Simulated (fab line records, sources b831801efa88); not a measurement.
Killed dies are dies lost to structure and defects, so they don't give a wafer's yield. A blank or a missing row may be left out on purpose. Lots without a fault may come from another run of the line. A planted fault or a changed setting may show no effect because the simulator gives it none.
Problem report in the 8D (eight disciplines) form, filled by code | flow sky130 | the parts of the form that need people (team, actions taken, sign-off) are left out

1. THE PROBLEM
PWDE_RS at SKY_NWELL_RS_MEAS_31 reads a mean of 5612 ohm/sq on 1 wafer of 1 lot; wafers without a fault read 5277 ohm/sq with a standard deviation of 15. That is +22 standard deviations from the usual mean.
The step: measures by four-point-probe.
First seen on wafer L314.6, day 9 08:23, on film_metro-03. The record holds 36 wafers of 12 lots with a number at this step. Rule for "out", or "out of limits": more than 4 standard deviations from the usual mean. The other wafers with a number count as sound.

2. WHAT IT IS AND WHAT IT IS NOT
question                    | is               | is not
which readings at this step | PWDE_RS          | -
which lots                  | L314             | L300, L302, L303, L304, L305, L315, L316, L317, L320, L322, L323
which wafers of those lots  | L314.6           | L314.3, L314.4
read on which gauges        | film_metro-03    | film_metro-02, film_metro-04
when                        | from day 9 08:23 | up to then (17 sound wafers); but 18 sound wafers of L315, L316, L317, L320, L322, L323 came after

3. SUSPECTS, AND WHAT RULES EACH OUT
Counting: a tool at a process step up to the reading stays a suspect if it ran every lot that is out. Sound lots after the first of them don't rule it out here, since some wafers of a struck lot are sound.
- the gauge at SKY_NWELL_RS_MEAS_31: kept. All the wafers that are out were read on film_metro-03, and no step on other tools shows them out.
- implanter-02 at SKY_PWDE_IMPLANT_08: kept. It ran the lot that is out, L314 (day 7 12:59); its last sound lot up to then is L304 (day 5 04:41).
Left after counting: implanter-02 at SKY_PWDE_IMPLANT_08, film_metro-03 at SKY_NWELL_RS_MEAS_31.

4. THE CAUSE (what the simulator had put in)
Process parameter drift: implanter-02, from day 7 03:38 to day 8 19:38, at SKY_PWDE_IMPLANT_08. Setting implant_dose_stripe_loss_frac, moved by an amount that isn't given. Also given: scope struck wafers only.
Counting left 2 suspects, and this tool is among them.

5. THE CHAIN OF EFFECTS, in route order
Each row: a reading whose mean over the struck wafers that have a number lies more than 3 standard deviations from the usual. Only readings for which the record gives a usual standard deviation are gone through. hours: the time from each lot's start at the first step in this table that gives one to its start at this step, as a median over the lots. sigmas: the change in usual standard deviations.
hours | step                 | reading | usual       | on struck wafers | change | sigmas
0     | SKY_NWELL_RS_MEAS_31 | PWDE_RS | 5277 ohm/sq | 5612             | +335   | +22
Later measuring or inspecting steps at which every struck wafer that the step has a row for has a number for every such reading, and none has moved that far: SKY_VT_ADJUST_HVTP_CD_MEAS_07.

6. WHAT WOULD HAVE CAUGHT IT SOONER
In this record the first reading out of limits at a measuring or inspecting step was taken at day 9 08:23, 53 hours after the fault began at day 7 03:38.
Of the tool readings at SKY_PWDE_IMPLANT_08 for which the record gives a usual standard deviation, none was out on any struck wafer, so an alarm limit of 4 standard deviations on them would not have fired.
All the lots that are out (1) had begun SKY_PWDE_IMPLANT_08 on implanter-02 by day 9 08:23. A hold on the tool at that time would have spared none of them.
